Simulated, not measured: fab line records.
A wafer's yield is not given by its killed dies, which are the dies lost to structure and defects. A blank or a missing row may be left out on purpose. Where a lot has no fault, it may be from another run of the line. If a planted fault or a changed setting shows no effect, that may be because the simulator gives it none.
A struck lot beside a sound one :: flow sky130 :: 15 out of 708 route steps
Sound: these wafers, L278.2, L278.4, L278.5. The struck wafers were L271.1, L271.4, L271.6. The cause comes at the end.
For every step that has rows: the tool of each side, followed by ch and its chambers, followed by its first start. Under that, the readings that differ: sound wafers :: struck wafers :: difference of the means :: sigmas: that difference in standard deviations of wafers without a fault.
alike: words and numbers the same on both sides, and readings whose means are apart by under 2 such deviations; not compared: readings that were withheld, readings missing a value for some wafer, numbers with overlapping values and no deviation given by the record, and bounds like >300 which may hide the same value.
Wherever a step has rows on one side only, a row that says differs or no value, or a row with sigmas, the two part there. Numbers that don't overlap but have no deviation are shown without sigmas and don't part them. A reading that every wafer of one side lacks parts them only if that side has two wafers or more.

SKY_VIA2_BOW_MEAS_03:
  sound on film metro-03 at day 41 08:00; struck on film metro-02 at day 38 18:19
  alike: VIA2_BOW
then, 8 steps without rows for these wafers: SKY_VIA2_DEHYDRATE_04 (time 60 s); SKY_VIA2_HMDS_05 (prime time 60 s); SKY_VIA2_COAT_06 (resist thk 60 nm); SKY_VIA2_COAT_07 (resist thk 450 nm); SKY_VIA2_SOFTBAKE_08 (time 90 s); SKY_VIA2_EXPOSE_09 (exposes mask VIM2, target cd 200 nm); SKY_VIA2_PEB_10; SKY_VIA2_DEVELOP_11 (develop time 60 s).
SKY_VIA2_CD_MEAS_12: target cd 200 nm.
  sound on cd sem-02 at day 42 08:11; struck on cd sem-02 at day 39 19:29
  alike: cd nm
SKY_VIA2_OVL_MEAS_13:
  sound on overlay-02 at day 42 08:18; struck on overlay-01 at day 39 19:37
  alike: VIA2_OVL
SKY_VIA2_ETCH_14: etches BARC in N2/H2, stops on SiO2, time 45.9 s, target depth 60 nm.
  sound on rie diel-02 ch 0,2,3, day 42 08:20; struck on rie diel-02 ch 1,2,3, day 39 19:38
  alike: bias w, chamber pressure mTorr, drypump motor current A, n2 flow sccm, oes product au, throttle valve pct
  not compared: rf hours counter h
SKY_VIA2_ETCH_15: etches SiO2 in C4F8/O2/Ar, stops on TiN, target depth 546 nm, time 84 s.
  sound on rie diel-02 ch 0,2,3, day 42 08:22; struck on rie diel-02 ch 1,2,3, day 39 19:41
  no value came back on the struck wafers for bias w (W), chamber pressure mTorr (mTorr), oes product au (a.u.); on the sound wafers bias w (W) reads 1207 1199 1197
reading: model.KrF-thick_of_VIA2_COAT_07.thk nm (nm)
sound: 286.2 287.4 286.4
struck: 394 392.6 392.8
difference: +106
sigmas: 
  not compared: rf hours counter h
SKY_VIA2_STRIP_16: strips in O2/N2.
  sound on plasma asher-03 ch 0,1, day 42 08:26; struck on plasma asher-04 ch 0,1, day 39 19:45
reading: oes product au (a.u.)
sound: 0.403 0.403 0.398
struck: 0.438 0.453 0.444
difference: +0.044
sigmas: +9

reading: strip time to endpoint s (s)
sound: 4.093 4.093 4.072
struck: 5.212 5.187 5.198
difference: +1.113
sigmas: +51
  alike: drypump motor current A, n2 flow sccm
  not compared: rf hours counter h
then, 1 step without rows for these wafers: SKY_VIA2_STRIP_17 (strips in post etch residue remover, time 1200 s).

WHERE THEY PART
At SKY_VIA2_ETCH_15 first; at SKY_VIA2_STRIP_16 last (within this record only).

WHY: what had been put in by the simulator
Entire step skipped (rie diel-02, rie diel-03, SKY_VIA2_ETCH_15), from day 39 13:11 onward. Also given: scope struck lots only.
